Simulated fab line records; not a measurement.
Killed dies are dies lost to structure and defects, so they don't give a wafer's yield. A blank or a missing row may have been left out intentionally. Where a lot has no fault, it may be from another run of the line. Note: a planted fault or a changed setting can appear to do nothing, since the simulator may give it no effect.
fab line records + flow gf180mcu
[record]
- lots = 6
- wafers = 18
- lastDay = 33
route steps=602 shown DNWELL@36 NWELL@42
lots with no fault: from the same line, run without faults
startH: hours from the record's first day to the start of the lot's first wafer shown + waitH: hours elapsed since this lot's preceding step + " identical to the entry in the row above + L1.1+2: several wafers, shown together as one row + - either no value or no given start + * or withheld: withheld + < > ~ a bound
route shown NAME@n: NAME is a module with steps in the file, n the number in the route of the first one + usual: average and standard deviation across the fault-free wafers + same: alike in all rows + chamber/n: place in a boat + sites: readings site by site + _std_site: standard deviation of those values + _edge_site: mean of outer sites minus mean of inner sites + radiusMm: for every site, how far away it sits from the centre of the wafer + mask NAME#n: copy n + behind: the last tool/chamber to shape the wafer + hold: reason for holding the lot/hours on hold/outcome of the hold + device: transistor that didn't switch, given as n, p or np + end of line: tests run on the same wafers once the route is complete + a step given without rows: its recipe and nothing more + killed: the dies lost at the first sort to structure and to defects; this is not the yield of the wafer + map: dies across one wafer; x = killed, . = not, _ = none there
set.NAME: the setting that was run; set.NAME@STEP: the one run at that earlier step + model.NAME: the simulator's own value behind a step, which no gauge read
a table for each step, a row for each wafer; lots at some steps of the route
[[steps]]
[step GF_DNWELL_EXPOSE_04]
[recipe]
- maskId = DNWELL
- targetCdNm = 1700
- na = 0.6
- sourceShape = conventional
- sigmaOuter = 0.6
- doseMj = 260
[step GF_DNWELL_PEB_05]
[recipe]
- tempC = 115
- timeS = withheld
[step GF_DNWELL_DEVELOP_06]
[recipe]
- wallAngleDeg = 90
- developTimeS = 60
- devTempC = 23.82
[step GF_DNWELL_IMPLANT_07]
[recipe]
- species = P
- energyKev = 1500
- doseCm2 = 1e+13
- tiltDeg = 0
[step GF_DNWELL_STRIP_08]
[recipe]
- chemistry = O2/N2
- powerW = 1400
- pressureMtorr = 1500
- platenTempC = 250
- o2FlowSccm = 3000
- n2FlowSccm = 300
- overashFraction = 0.5
[usual]
- drypumpMotorCurrentA = 5.7/0.36
- heaterPowerW = 337/41
- n2FlowSccm = 299.8/0.89
- oesProductAu = 0.722/0.0046
- stripTimeToEndpointS = 36.95/0.11
| lot.wafer | tool           | chamber | startH | waitH | drypumpMotorCurrentA | heaterPowerW | n2FlowSccm | oesProductAu | rfHoursCounterH | stripTimeToEndpointS |
|-----------|----------------|---------|--------|-------|----------------------|--------------|------------|--------------|-----------------|----------------------|
| L675.3    | plasmaAsher-04 | 0       | 81.07  | 0.1   | 5.4                  | 403          | 300.0      | 0.715        | -               | 37.16                |
| L675.4    | "              | 1       | "      | "     | 6.3                  | 312          | 298.3      | 0.726        | -               | 37.04                |
| L675.6    | "              | 1       | "      | "     | 6.3                  | 311          | 298.6      | 0.724        | -               | 36.94                |
| L678.2    | plasmaAsher-02 | 0       | 93.34  | 0.1   | 5.6                  | 304          | 299.9      | 0.717        | 43              | 36.89                |
| L678.3    | "              | 1       | "      | "     | 5.3                  | 334          | 298.2      | 0.720        | -               | 36.87                |
| L678.6    | "              | 0       | "      | "     | 5.5                  | 301          | 300.5      | 0.720        | -               | 36.92                |
| L681.2    | plasmaAsher-02 | 0       | 109.24 | 0.1   | 5.5                  | 297          | 300.2      | 0.725        | 45              | 36.94                |
| L681.5    | "              | 0       | "      | "     | 5.5                  | 305          | 301.2      | 0.727        | -               | 36.85                |
| L681.6    | "              | 1       | "      | "     | 5.3                  | 334          | 299.6      | 0.725        | -               | 36.78                |
| L683.2    | plasmaAsher-02 | 0       | 117.54 | 0.1   | 5.5                  | 295          | 298.8      | 0.720        | 46              | 36.84                |
| L683.3    | "              | 0       | "      | "     | 5.6                  | 294          | 299.5      | 0.722        | -               | 36.85                |
| L683.4    | "              | 1       | "      | "     | 5.3                  | 337          | 298.0      | 0.720        | -               | 36.85                |
| L684.1    | plasmaAsher-04 | 0       | 122.04 | 0.1   | 5.5                  | 398          | 299.6      | 0.723        | 32              | 37.03                |
| L684.2    | "              | 1       | "      | "     | 6.2                  | 320          | 299.6      | 0.718        | 32              | 36.86                |
| L684.4    | "              | 1       | "      | "     | 6.2                  | 309          | 299.5      | 0.721        | -               | 36.98                |
| L689.1    | plasmaAsher-04 | 1       | 148.54 | 0.1   | 6.2                  | 306          | 300.0      | 0.719        | 35              | 36.84                |
| L689.3    | "              | 0       | "      | "     | 5.5                  | 398          | 298.4      | 0.718        | -               | 37.05                |
| L689.5    | "              | 1       | "      | "     | 6.2                  | 305          | 301.7      | 0.714        | -               | 36.92                |
[step GF_DNWELL_TW_MEAS_09]
[usual]
- DNWELL_TW = 1350/13
| lot.wafer | tool         | chamber | startH | waitH | DNWELL_TW |
|-----------|--------------|---------|--------|-------|-----------|
| L675.3    | filmMetro-03 | -       | 81.16  | 0.1   | 1338      |
| L675.4    | "            | -       | "      | "     | 1341      |
| L675.6    | "            | -       | "      | "     | 1338      |
| L678.2    | filmMetro-02 | -       | 93.45  | 0.1   | 1372      |
| L678.3    | "            | -       | "      | "     | 1373      |
| L678.6    | "            | -       | "      | "     | 1377      |
| L681.2    | filmMetro-02 | -       | 109.35 | 0.1   | 1352      |
| L681.5    | "            | -       | "      | "     | 1359      |
| L681.6    | "            | -       | "      | "     | 1358      |
| L683.2    | filmMetro-02 | -       | 117.65 | 0.1   | 1370      |
| L683.3    | "            | -       | "      | "     | 1367      |
| L683.4    | "            | -       | "      | "     | 1371      |
| L684.1    | filmMetro-02 | -       | 122.14 | 0.1   | 1364      |
| L684.2    | "            | -       | "      | "     | 1371      |
| L684.4    | "            | -       | "      | "     | 1373      |
| L689.1    | filmMetro-03 | -       | 148.64 | 0.1   | 1348      |
| L689.3    | "            | -       | "      | "     | 1339      |
| L689.5    | "            | -       | "      | "     | 1340      |
[step GF_NWELL_DEHYDRATE_00]
[recipe]
- tempC = 200
- timeS = 60
[step GF_NWELL_HMDS_01]
[recipe]
- primeTimeS = 60
- primeTempC = 120
[step GF_NWELL_COAT_02]
[recipe]
- spinRpm = 2000
- resistThkNm = 3000
[step GF_NWELL_SOFTBAKE_03]
[recipe]
- tempC = 110
- timeS = withheld
[step GF_NWELL_EXPOSE_04]
[recipe]
- maskId = Nwell
- targetCdNm = 860
- na = 0.6
- sourceShape = conventional
- sigmaOuter = 0.6
- doseMj = 260
[step GF_NWELL_PEB_05]
[recipe]
- tempC = 115
- timeS = withheld
[step GF_NWELL_DEVELOP_06]
[recipe]
- wallAngleDeg = 90
- developTimeS = 60
- devTempC = 23
| lot.wafer  | tool          | chamber | startH | waitH |
|------------|---------------|---------|--------|-------|
| L675.3+4+6 | lithoTrack-01 | 0       | 94     | -     |
| L678.2+3+6 | lithoTrack-03 | 0       | 107    | -     |
| L681.2+5+6 | lithoTrack-03 | 0       | 123    | -     |
| L683.2+3+4 | lithoTrack-01 | 0       | 132    | -     |
| L684.1+2+4 | lithoTrack-03 | 0       | 137    | -     |
| L689.1+3+5 | lithoTrack-04 | 0       | 164    | -     |
[step GF_NWELL_OVL_MEAS_07]
[usual]
- NWELL_OVL = 0.3/1.4
| lot.wafer | tool       | chamber | startH | waitH | NWELL_OVL[nm] |
|-----------|------------|---------|--------|-------|---------------|
| L675.3    | overlay-01 | -       | 94.80  | -     | 0.1           |
| L675.4    | "          | -       | "      | "     | 2.7           |
| L675.6    | "          | -       | "      | "     | 0.9           |
| L678.2    | overlay-01 | -       | 107.45 | -     | -0.2          |
| L678.3    | "          | -       | "      | "     | 1.0           |
| L678.6    | "          | -       | "      | "     | 1.8           |
| L681.2    | overlay-02 | -       | 123.15 | -     | -             |
| L681.5    | "          | -       | "      | "     | -             |
| L681.6    | "          | -       | "      | "     | -             |
| L683.2    | overlay-02 | -       | 132.19 | -     | 0.1           |
| L683.3    | "          | -       | "      | "     | 1.2           |
| L683.4    | "          | -       | "      | "     | 0.4           |
| L684.1    | overlay-01 | -       | 137.29 | -     | -             |
| L684.2    | "          | -       | "      | "     | -             |
| L684.4    | "          | -       | "      | "     | -             |
| L689.1    | overlay-02 | -       | 164.50 | -     | 0.9           |
| L689.3    | "          | -       | "      | "     | 0.2           |
| L689.5    | "          | -       | "      | "     | -1.4          |
[step GF_NWELL_IMPLANT_08]
[recipe]
- species = P
- energyKev = 450
- doseCm2 = 1.5e+13
- tiltDeg = 0
[[key]]
[firstSign]
- step = GF_NWELL_OVL_MEAS_07
- reading = NWELL_OVL
- direction = missing
effect none on later readings
metAt GF_NWELL_DEVELOP_06
struckWafers L681.2,L681.5,L681.6,L684.1,L684.2,L684.4
sortLeftOut L681.2,L681.5,L681.6,L684.1,L684.2,L684.4
testerLeftOut L681,L684
onsetBetween 107 123
[fault]
- kind = processParameterDrift
- tool = lithoTrack-03
- chamber = -
- onsetH = 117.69
- steps = GF_NWELL_DEVELOP_06
- channel = developTimeS
- offset = *
- shape = step
- endH = 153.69
- actsIn = *
- stated = *
// testerLeftOut: of these lots the tester's yield and bins aren't shown, on N5 and GAA mostly nor the transistor test; their killed dies are dies lost to structure and defects alone, not to doping, threshold or leakage, so they don't give the yield
// sortLeftOut: the simulated sort isn't trusted on such a fault, so these wafers' sort isn't shown, and their yield isn't known
